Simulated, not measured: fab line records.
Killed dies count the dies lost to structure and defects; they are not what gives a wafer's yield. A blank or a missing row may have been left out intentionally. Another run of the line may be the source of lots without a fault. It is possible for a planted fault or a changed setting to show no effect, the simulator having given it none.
Problem report in the 8D (eight disciplines) form, filled by code | flow gf180mcu | the parts of the form that need people (team, actions taken, sign-off) are left out

== 1. THE PROBLEM ==
Mean NSD_RS at GF_PSD_RS_MEAS_14: 47.76 ohm/sq over 6 wafers in 2 lots; fault-free wafers: 46.12 ohm/sq, standard deviation 0.077. That puts it +21 standard deviations away from the usual mean.
The step: measures by four-point-probe.
First seen on wafer L316.1, day 19 18:16, on filmMetro-03. At this step, 36 wafers from 12 lots have a number in the record. Rule for "out" (also "out of limits"): further than 4 standard deviations from the usual mean. All remaining wafers that have a number are taken as sound.

== 2. WHAT IT IS, AND WHAT IT ISN'T ==
question                    | is                         | is not
which readings at this step | NSD_RS                     | -
which lots                  | L316, L317                 | L301, L304, L305, L306, L308, L311, L313, L318, L322, L323
which wafers of those lots  | all that have a number     | -
read on which gauges        | filmMetro-02, filmMetro-03 | filmMetro-04
when                        | from day 19 18:16          | up to then (21 sound wafers); but 9 sound wafers of L318, L322, L323 came after

== 3. THE SUSPECTS, EACH WITH WHAT RULES IT OUT ==
Counting: a tool at a process step up to the reading stays a suspect if it ran every lot that is out and no sound lot after the first of them.
- ruled out: the gauge at GF_PSD_RS_MEAS_14. Those wafers that are out were read across 2 gauges (filmMetro-02, filmMetro-03).
- implanter-03 at GF_NSD_IMPLANT_10: kept. It ran every lot that is out, first L316 (day 18 18:01), and no sound lot after that; its last sound lot up to then is L313 (day 17 14:41). Its own readings are out on those wafers: doseIonsCm2, faradayCurrentUA.
After counting, what remains is implanter-03 at GF_NSD_IMPLANT_10.

== 4. THE CAUSE (what the simulator had put in) ==
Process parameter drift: implanter-03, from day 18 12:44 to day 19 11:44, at GF_NSD_IMPLANT_10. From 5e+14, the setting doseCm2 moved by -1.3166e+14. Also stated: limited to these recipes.
This tool alone remained once counting was done.

== 5. THE EFFECT CHAIN, in route order ==
Each row: a reading where the mean over the struck wafers with a number is more than 3 standard deviations away from the usual. Only readings whose record carries a usual standard deviation are examined. hours: median over the lots of the time between each lot's start at the first step of this table that gives one and its start at this step. sigmas: the change, counted in usual standard deviations.
hours | step              | reading              | usual        | on struck wafers | change | sigmas
0     | GF_NSD_IMPLANT_10 | doseIonsCm2          | 5e+14        | 4e+14            | -1e+14 | -99 or more
0     | GF_NSD_IMPLANT_10 | faradayCurrentUA     | 2789         | 2075             | -714   | -13
0     | GF_NSD_STRIP_11   | stripTimeToEndpointS | 22.96 s      | 22.81            | -0.15  | -3.3
24    | GF_PSD_RS_MEAS_14 | NSD_RS               | 46.12 ohm/sq | 47.76            | +1.64  | +21
Its process steps:
- GF_NSD_IMPLANT_10
- GF_NSD_STRIP_11: strips in O2/N2.
Later measuring or inspecting steps at which every struck wafer that the step has a row for has a number for every such reading, and none has moved that far: GF_M2_OVL_MEAS_15, GF_M3_OVL_MEAS_15.

== 6. HOW IT WOULD HAVE BEEN CAUGHT EARLIER ==
Counted from the fault's start at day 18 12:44, it took 30 hours until the first out-of-limits reading at a measuring or inspecting step in this record, taken at day 19 18:16.
The tool's own readings at GF_NSD_IMPLANT_10 were out on every struck wafer that the step has a row for (doseIonsCm2, faradayCurrentUA): an alarm limit on them would have fired on the first of those.
By day 19 18:16, every lot that is out (2) had started GF_NSD_IMPLANT_10 on implanter-03. Tool hold at that time: it would have spared none of them.
